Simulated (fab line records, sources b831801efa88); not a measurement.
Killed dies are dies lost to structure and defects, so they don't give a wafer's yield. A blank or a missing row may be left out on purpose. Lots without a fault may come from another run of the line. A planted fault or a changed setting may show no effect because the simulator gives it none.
A struck lot beside a sound one | flow sky130 | 14 steps out of a route of 708
Sound: wafers L177.3, L177.4, L177.5. Struck: wafers L173.1, L173.4, L173.6. The cause comes at the end.
At each step with rows: each side's tool, then ch and its chambers, then its first start. Under that, the readings that differ: sound wafers | struck wafers | difference of the means | sigmas: that difference in standard deviations of wafers without a fault.
alike: readings whose means differ by less than 2 such deviations, and words and numbers that are the same on both sides. not compared: withheld readings, readings that some wafer has no value for, bounds like >300 that may hide the same value, and numbers for which the record gives no deviation and whose values overlap.
The two part at a step that has a row with sigmas, a row that says differs or no value, or rows on one side only. Numbers that don't overlap but have no deviation are shown without sigmas and don't part them. A reading that every wafer of one side lacks parts them only if that side has two wafers or more.

first, 5 steps without rows for these wafers: SKY_FIELD_ISO_WET_ETCH_18 (etches Si3N4 in H3PO4, target depth 25 nm, time 286 s); SKY_FIELD_ISO_CLEAN_19 (cleans in SC1/SC2, time 150 s); SKY_FIELD_ISO_CLEAN_20 (cleans in dHF, time 20 s); SKY_FIELD_ISO_WET_ETCH_21 (etches SiO2 in dHF, target depth 20 nm, time 400 s); SKY_FIELD_ISO_OXIDATION_22 (stabilise 600 s, purge 300 s, target thk 10 nm).
SKY_FIELD_ISO_THK_MEAS_23:
  sound on film_metro-04, day 6 18:13; struck on film_metro-02, day 5 20:14
  alike: FIELD_ISO_OXIDATION_01_THK
then, 1 step without rows for these wafers: SKY_FIELD_ISO_CVD_24 (deposits SiO2, target thk 595 nm, time 99.2 s).
SKY_FIELD_ISO_THK_MEAS_25:
  sound on film_metro-04, day 6 18:22; struck on film_metro-04, day 5 20:22
  alike: FIELD_ISO_CVD_24_THK
then, 1 step without rows for these wafers: SKY_FIELD_ISO_ANNEAL_26 (time 1800 s).
SKY_FIELD_ISO_CMP_27: polishes, stops on Si3N4, t overpolish 16 s, target thk 457.8 nm.
  sound on cmp-02 ch 1,3, day 6 20:05; struck on cmp-02 ch 0,2,3, day 5 22:54
  alike: motor_current_A, overpolish_run_s, time_to_endpoint_s
then, 2 steps without rows for these wafers: SKY_FIELD_ISO_WET_ETCH_28 (etches SiO2 in dHF, target depth 23.7 nm, time 47 s); SKY_FIELD_ISO_WET_ETCH_29 (etches Si3N4 in H3PO4, target depth 160 nm, time 1825 s).
SKY_FIELD_ISO_WET_ETCH_30: etches SiO2 in dHF, target depth 25 nm, time 50 s.
  sound on wet_bench-02 ch 2, day 6 20:53; struck on wet_bench-02 ch 2, day 5 23:41
  no value came back on the struck wafers for bath_heat_duty_pct (%), run_length_s (s); on the sound wafers bath_heat_duty_pct (%) reads 5.8 5.7 5.5
  reading                                          | sound             | struck            | difference | sigmas
  model.SiO2_of_FIELD_ISO_CVD_24.thk_nm (nm)       | 404.1 405.1 404.9 | 429.8 432.8 431.6 | +26.7      |
  model.SiO2_of_FIELD_ISO_OXIDATION_01.thk_nm (nm) | 0 0 0             | 11.67 12.04 11.75 | +11.82     |
SKY_PAD_OPEN_PROBE_99:
  the record has rows for the sound wafers here (prober-02, day 50 19:07) and none for the struck ones

WHERE THEY PART
First at SKY_FIELD_ISO_WET_ETCH_30; last, within this record, at SKY_PAD_OPEN_PROBE_99.

WHY: what the simulator had put in
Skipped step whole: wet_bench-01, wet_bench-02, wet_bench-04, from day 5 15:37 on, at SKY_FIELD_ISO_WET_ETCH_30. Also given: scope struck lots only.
